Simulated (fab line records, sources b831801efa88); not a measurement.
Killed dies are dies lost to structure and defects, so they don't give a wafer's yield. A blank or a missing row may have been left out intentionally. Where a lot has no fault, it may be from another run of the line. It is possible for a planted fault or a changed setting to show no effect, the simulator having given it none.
A struck lot beside a sound one || flow sfqLine || 42 out of 325 route steps
Sound: wafers L555.3, L555.4, L555.6. Wafers L545.1, L545.3, L545.5 were the ones struck. At the end, the cause is stated.
Per side, at each step with rows, come the tool, then ch with its chambers, and then its first start. Under that, the readings that differ: sound wafers || struck wafers || difference of the means || sigmas: that difference in standard deviations of wafers without a fault.
alike: same words and numbers on both sides, and readings whose means sit less than 2 such deviations apart. not compared: any withheld reading, any reading some wafer has no value for, any bound like >300 that may hide the same value, and any number with overlapping values for which the record gives no deviation.
The two part at a step that has a row with sigmas, a row that says differs or no value, or rows on one side only. Numbers that don't overlap but have no deviation are shown without sigmas and don't part them. Lack of a reading on every wafer of one side parts them only where that side has two or more wafers.

first, 6 steps without rows for these wafers: SFQ_TRILAYER_I2_VIA_LITHO_COAT_072 (resist thk 62 nm); SFQ_TRILAYER_I2_VIA_LITHO_COAT_067 (resist thk 650 nm); SFQ_TRILAYER_I2_VIA_LITHO_SOFTBAKE_071; SFQ_TRILAYER_I2_VIA_LITHO_EXPOSE_068 (exposes mask I2, target cd 500 nm); SFQ_TRILAYER_I2_VIA_LITHO_PEB_070 (peb time 60 s); SFQ_TRILAYER_I2_VIA_LITHO_DEVELOP_069 (time 60 s).
SFQ_I2_OVL_MEAS_918:
  sound: overlay-01 at day 51 00:02; struck: overlay-02 at day 46 04:04
{"reading": "I2_OVL (nm)", "sound": "2 9 10", "struck": "-11 -8 -9", "difference": -16, "sigmas": -3}
then, 1 step without rows for these wafers: SFQ_TRILAYER_I2_VIA_BARC_OPEN_VIA_ETCH_096 (etches BARC in O2, target depth 125 nm, time 41.7 s).
SFQ_TRILAYER_I2_VIA_ETCH_VIA_ETCH_070: etches SiO2 in CHF3, stops on Nb, target depth 260 nm.
  sound on rieDiel-03 ch 1,2,3, day 51 00:07; struck on rieDiel-03 ch 1,2, day 46 04:08
{"reading": "oesProductAu (a.u.)", "sound": "0.854 0.853 0.865", "struck": "0.847 0.845 0.841", "difference": -0.013, "sigmas": -2}
  alike: drypumpMotorCurrentA
SFQ_TRILAYER_I2_VIA_STRIP_STRIP_071: strips in O2.
  sound on rieMetal-01 ch 0,1, day 51 00:25; struck on rieMetal-03 ch 0,1, day 46 04:16
  alike: drypumpMotorCurrentA, oesProductAu
  not compared: rfHoursCounterH
then, 2 steps without rows for these wafers: SFQ_TRILAYER_I2_VIA_STRIP_SOLV_CLEAN_072 (cleans in NMP, time 600 s); SFQ_TRILAYER_M3_DEP_PRE_CLEAN_074 (time 22.5 s).
SFQ_TRILAYER_M3_DEP_SPUTTER_073: material Nb, target thk 200 nm, time 133.3 s.
  sound: pvdSputter-05 at day 51 01:12; struck: pvdSputter-05 at day 46 05:05
{"reading": "model.Nb_of_TRILAYER_M3_DEP_SPUTTER_073.thkNm (nm)", "sound": "198.6 198.9 197.6", "struck": "183.3 185.1 183.6", "difference": -14.4, "sigmas": ""}
  alike: throttleValvePct
SFQ_M3_RS_MEAS_919: the measuring method here is four-point-probe.
  sound: filmMetro-04 at day 51 01:20; struck: filmMetro-03 at day 46 05:10
{"reading": "M3_NB_RS (ohm/sq)", "sound": "0.895 0.893 0.899", "struck": "0.974 0.963 0.971", "difference": "+0.074", "sigmas": "+7"}
then, 6 steps without rows for these wafers: SFQ_TRILAYER_M3_LITHO_COAT_080 (resist thk 62 nm); SFQ_TRILAYER_M3_LITHO_COAT_075 (resist thk 600 nm); SFQ_TRILAYER_M3_LITHO_SOFTBAKE_079; SFQ_TRILAYER_M3_LITHO_EXPOSE_076 (exposes mask M3, target cd 500 nm); SFQ_TRILAYER_M3_LITHO_PEB_078 (peb time 60 s); SFQ_TRILAYER_M3_LITHO_DEVELOP_077 (time 60 s).
SFQ_M3_OVL_MEAS_921:
  sound: overlay-01 at day 51 03:49; struck: overlay-01 at day 46 07:36
  alike: M3_OVL
then, 1 step without rows for these wafers: SFQ_TRILAYER_M3_BARC_OPEN_METAL_ETCH_100 (etches BARC in O2, target depth 125 nm, time 41.7 s).
SFQ_TRILAYER_M3_ETCH_METAL_ETCH_078: etches Nb in Cl2/Ar, stops on SiO2, target depth 240 nm, time 120 s.
  sound on rieMetal-02 ch 0,1, day 51 03:56; struck on rieMetal-02 ch 0,1, day 46 07:41
{"reading": "oesProductAu (a.u.)", "sound": "0.887 0.892 0.888", "struck": "0.847 0.858 0.857", "difference": -0.035, "sigmas": -5}
  alike: drypumpMotorCurrentA
  not compared: rfHoursCounterH
then, 2 steps without rows for these wafers: SFQ_TRILAYER_M3_STRIP_STRIP_079 (strips in O2); SFQ_TRILAYER_M3_STRIP_SOLV_CLEAN_080 (cleans in NMP, time 600 s).
SFQ_TRILAYER_I3_DEP_PECVD_081: deposits SiO2 from SiH4/N2O, time 111.11 s, target thk 500 nm.
  sound on pecvd-04 ch 0,1,2, day 51 04:48; struck on pecvd-02 ch 0,1, day 46 08:35
  alike: heaterPowerW, throttleValvePct
SFQ_TRILAYER_I3_CMP_CMP_082: polishes SiO2.
  sound on cmp-01 ch 0,1,2, day 51 12:19; struck on cmp-01 ch 1,3, day 46 19:17
  alike: motorCurrentA, platenRpm, timeToEndpointS
SFQ_I3_BOW_MEAS_922:
  sound: filmMetro-02 at day 51 14:21; struck: filmMetro-04 at day 46 22:17
  alike: I3_BOW
then, 7 steps without rows for these wafers: SFQ_TRILAYER_I3_METRO_MEASURE_083; SFQ_TRILAYER_I3_VIA_LITHO_COAT_090 (resist thk 62 nm); SFQ_TRILAYER_I3_VIA_LITHO_COAT_085 (resist thk 650 nm); SFQ_TRILAYER_I3_VIA_LITHO_SOFTBAKE_089; SFQ_TRILAYER_I3_VIA_LITHO_EXPOSE_086 (exposes mask I3, target cd 500 nm); SFQ_TRILAYER_I3_VIA_LITHO_PEB_088 (peb time 60 s); SFQ_TRILAYER_I3_VIA_LITHO_DEVELOP_087 (time 60 s).
-- the record jumps here: 6 days lie between the struck wafers' starts before and after --
SFQ_I3_OVL_MEAS_923:
  sound: overlay-02 at day 57 09:53; struck: overlay-02 at day 53 01:22
{"reading": "I3_OVL (nm)", "sound": "1 -2 3", "struck": "-12 -13 -7", "difference": -11, "sigmas": -2}
then, 1 step without rows for these wafers: SFQ_TRILAYER_I3_VIA_BARC_OPEN_VIA_ETCH_121 (etches BARC in O2, target depth 125 nm, time 41.7 s).
SFQ_TRILAYER_I3_VIA_ETCH_VIA_ETCH_088: etches SiO2 in CHF3, stops on Nb, target depth 260 nm.
  sound on rieDiel-02 ch 0,1,3, day 57 09:57; struck on rieDiel-04 ch 1,2, day 53 01:26
  alike: drypumpMotorCurrentA, oesProductAu
then, 3 steps without rows for these wafers: SFQ_TRILAYER_I3_VIA_STRIP_STRIP_089 (strips in O2); SFQ_TRILAYER_I3_VIA_STRIP_SOLV_CLEAN_090 (cleans in NMP, time 600 s); SFQ_TRILAYER_M4_DEP_PRE_CLEAN_092 (time 22.5 s).
-- the record jumps here: 34 days lie between the struck wafers' starts before and after --
SFQ_M8_BOW_MEAS_951:
  sound: filmMetro-01 at day 96 12:33; struck: filmMetro-03 at day 87 05:31
{"reading": "model.etest.m3.ohmUm", "sound": "1.797 1.783 1.789", "struck": "1.966 1.943 1.946", "difference": "+0.162", "sigmas": ""}
{"reading": "model.etest.i2.linkOhm", "sound": "2.003 1.994 2.013", "struck": "2.07 2.049 2.07", "difference": "+0.06", "sigmas": ""}
{"reading": "model.etest.m3.ohmSq", "sound": "0.8965 0.895 0.901", "struck": "0.9714 0.962 0.9698", "difference": "+0.0702", "sigmas": ""}
{"reading": "model.etest.i3.linkOhm", "sound": "1.968 1.961 1.972", "struck": "2.032 2.032 2.048", "difference": "+0.070", "sigmas": ""}
  alike: M8_BOW

== WHERE THEY PART ==
First at SFQ_I2_OVL_MEAS_918; last, within this record, at SFQ_I3_OVL_MEAS_923. Later steps at which nothing parts them and some readings are alike: SFQ_TRILAYER_I3_VIA_ETCH_VIA_ETCH_088, SFQ_M8_BOW_MEAS_951.

WHY: what had been put in by the simulator
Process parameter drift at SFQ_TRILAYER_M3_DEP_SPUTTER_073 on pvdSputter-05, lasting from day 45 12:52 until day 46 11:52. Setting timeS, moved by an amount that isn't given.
